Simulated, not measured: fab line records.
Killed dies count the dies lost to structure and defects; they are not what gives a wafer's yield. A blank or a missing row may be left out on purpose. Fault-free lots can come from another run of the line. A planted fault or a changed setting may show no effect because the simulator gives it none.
Comparing a struck lot with a sound one ; flow gf180mcu ; 16 out of 602 route steps
Sound: wafers L927.2, L927.4, L927.5. Struck: wafer L943.5. (L943.2 of the same lot was not struck and is left out.) The cause comes at the end.
At each step with rows: each side's tool, then ch and its chambers, then its first start. Under that, the readings that differ: sound wafers ; struck wafers ; difference of the means ; sigmas: that difference in standard deviations of wafers without a fault.
alike: words and numbers the same on both sides, and readings whose means are apart by under 2 such deviations; not compared: readings that were withheld, readings missing a value for some wafer, numbers with overlapping values and no deviation given by the record, and bounds like >300 which may hide the same value.
A row with sigmas, a row that says differs or no value, or rows on one side alone: a step with any of these is where the two part. Numbers that have no deviation but don't overlap get no sigmas and don't part them. A reading that every wafer of one side lacks parts them only if that side has two wafers or more.

first, 9 steps without rows for these wafers: GF_MIM_STRIP_21 (strips in post etch residue remover, time 1200 s); GF_MIM_CLEAN_22 (cleans in DIW); GF_M5_DEHYDRATE_00 (time 60 s); GF_M5_HMDS_01 (prime time 60 s); GF_M5_COAT_02 (resist thk 1000 nm); GF_M5_SOFTBAKE_03 (time 60 s); GF_M5_EXPOSE_04 (exposes mask Metal5, target cd 280 nm); GF_M5_PEB_05 (peb time 90 s); GF_M5_DEVELOP_06 (develop time 60 s).
GF_M5_CD_MEAS_07: target cd 280 nm.
  sound on cd-sem-01 at day 26 13:50; struck on cd-sem-02 at day 31 15:04
  alike: cd-nm
GF_M5_OVL_MEAS_08:
  sound on overlay-02 at day 26 13:57; struck on overlay-02 at day 31 15:11
  alike: M5_OVL
GF_M5_ETCH_09: etches Si3N4 in CF4/O2, target depth 52 nm, time 11.6 s.
  sound on rie-diel-04 ch 0,1,2, day 26 13:59; struck on rie-diel-04 ch 0, day 31 15:13
  alike: bias-w, drypump-motor-current-A, oes-product-au, throttle-valve-pct
  not compared: rf-hours-counter-h
GF_M5_METAL_ETCH_10: etches the open film in Cl2/BCl3, stops on SiO2, target depth 750.8 nm, time 125.1 s.
  sound on rie-metal-03 ch 0,1, day 26 14:00; struck on rie-metal-03 ch 0, day 31 15:17
reading;sound;struck;difference;sigmas
oes-product-au (a.u.);0.995 0.980 0.990;1.003;+0.015;+2
run-length-s (s);154.0 153.0 154.0;139.6;-14.1;-44
model.KrF_of_M5_COAT_02.thk-nm (nm);648 654.6 644.3;686.7;+37.7;
  alike: drypump-motor-current-A, mfc-cl2-sccm, throttle-valve-pct
  not compared: bias-w, rf-hours-counter-h
GF_M5_STRIP_11: strips in O2/N2.
  sound on plasma-asher-01 ch 0,1, day 26 14:08; struck on plasma-asher-03 ch 0, day 31 15:29
reading;sound;struck;difference;sigmas
drypump-motor-current-A (A);5.5 5.7 5.7;4.8;-0.8;-2
oes-product-au (a.u.);0.521 0.528 0.510;0.538;+0.018;+3
strip-time-to-endpoint-s (s);7.01 7.09 6.98;7.40;+0.37;+7
  alike: heater-power-w
  not compared: rf-hours-counter-h
then, 1 step without rows for these wafers: GF_M5_STRIP_12 (strips in post etch residue remover, time 1200 s).
-- the record jumps here: 2 days lie between the struck wafers' starts before and after (it left off in module M5 and takes up again in module PASSIVATION, whose first step shown is number 602 of the route) --
GF_PASSIVATION_PROBE_99:
  the record has rows for the struck wafers here (prober-01, day 33 23:43) and none for the sound ones

== WHERE THEY PART ==
Last at GF_PASSIVATION_PROBE_99 as far as this record goes, first at GF_M5_METAL_ETCH_10.

WHY: the cause the simulator had injected
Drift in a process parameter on rie-metal-03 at GF_M5_METAL_ETCH_10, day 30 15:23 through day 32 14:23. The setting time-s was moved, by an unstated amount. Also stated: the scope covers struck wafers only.
